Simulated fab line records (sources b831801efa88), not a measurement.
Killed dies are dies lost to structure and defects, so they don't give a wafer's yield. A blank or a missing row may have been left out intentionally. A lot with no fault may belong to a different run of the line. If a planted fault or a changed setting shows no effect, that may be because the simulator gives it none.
Problem report, 8D (eight disciplines) form, completed by code -- flow sky130 -- the parts of the form that need people (team, actions taken, sign-off) are left out

## 1. WHAT WENT WRONG
VIA4_W_RS at SKY_VIA4_RS_MEAS_19 reads a mean of 0.152 ohm/sq on 6 wafers of 2 lots; wafers without a fault read 0.216 ohm/sq with a standard deviation of 0.0046. Relative to the usual mean, that is a shift of -14 standard deviations.
The step: measures by four-point-probe.
Seen first at day 43 19:11 on film_metro-03, wafer L157.1. At this step, 27 wafers from 9 lots have a number in the record. Rule for "out", or "out of limits": more than 4 standard deviations from the usual mean. Any other wafer with a number is counted as sound.

## 2. WHAT IT IS, WHAT IT ISN'T
question,is,is not
which readings at this step,VIA4_W_RS,-
which lots,"L157, L160","L167, L169, L172, L173, L174, L176, L177"
which wafers of those lots,all that have a number,-
read on which gauges,"film_metro-02, film_metro-03",film_metro-01
when,from day 43 19:11,"up to then (0 sound wafers); but 21 sound wafers of L167, L169, L172, L173, L174, L176, L177 came after"

## 3. THE SUSPECTS, EACH WITH WHAT RULES IT OUT
Counting: a tool stays on the suspect list if, at a process step up to the reading, it processed all lots that are out and no sound lot following the first of them.
- ruled out: the gauge at SKY_VIA4_RS_MEAS_19. 2 gauges (film_metro-02, film_metro-03) read the wafers that are out.
- rie_metal-04 at SKY_CAP2M_METAL_ETCH_13 (etches TiN in Cl2/BCl3, stops on SiO2, target depth 220 nm, time 62.9 s): ruled out as a lasting fault. After its first lot that is out, L157 (day 41 18:19), sound lots L173, L176, L177 ran on it.
- cvd_w-02 at SKY_VIA4_CVD_18 (deposits W, target thk 505 nm, time 152.14 s): ruled out as a lasting fault. After its first lot that is out, L157 (day 43 19:01), sound lots L167, L169, L172, L174, L176, L177 ran on it.
Left after counting: nothing in the record.

## 4. THE CAUSE (what the simulator had put in)
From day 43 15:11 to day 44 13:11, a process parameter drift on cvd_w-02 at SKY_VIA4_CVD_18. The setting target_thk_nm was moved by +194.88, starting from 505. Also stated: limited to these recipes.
It was ruled out by counting, in error; the rule expects a fault to strike all lots run on its tool from its start on, and this fault did not.

## 5. THE CHAIN OF EFFECTS, in route order
Each row: a reading whose mean over the struck wafers that have a number lies more than 3 standard deviations from the usual. Only readings whose record carries a usual standard deviation are examined. hours: median over the lots of the time between each lot's start at the first step of this table that gives one and its start at this step. sigmas: the change, counted in usual standard deviations.
hours,step,reading,usual,on struck wafers,change,sigmas
0,SKY_VIA4_RS_MEAS_19,VIA4_W_RS,0.216 ohm/sq,0.152,-0.064,-14
4,SKY_VIA4_THK_MEAS_20,VIA4_W_THK,517 nm,723,+206,+17
5,SKY_VIA4_CMP_21,time_to_endpoint_s,127 s,182,+55,+8.6
Here are the process steps it includes:
- SKY_VIA4_CMP_21: polishes, stops on SiO2, t overpolish 25 s, target thk 0 nm.

## 6. WHAT WOULD HAVE CAUGHT IT SOONER
Counted from the fault's start at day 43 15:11, it took 4 hours until the first out-of-limits reading at a measuring or inspecting step in this record, taken at day 43 19:11.
An alarm limit of 4 standard deviations would not have fired on the tool readings at SKY_VIA4_CVD_18 for which the record gives a usual standard deviation, since none of them was out on any struck wafer.
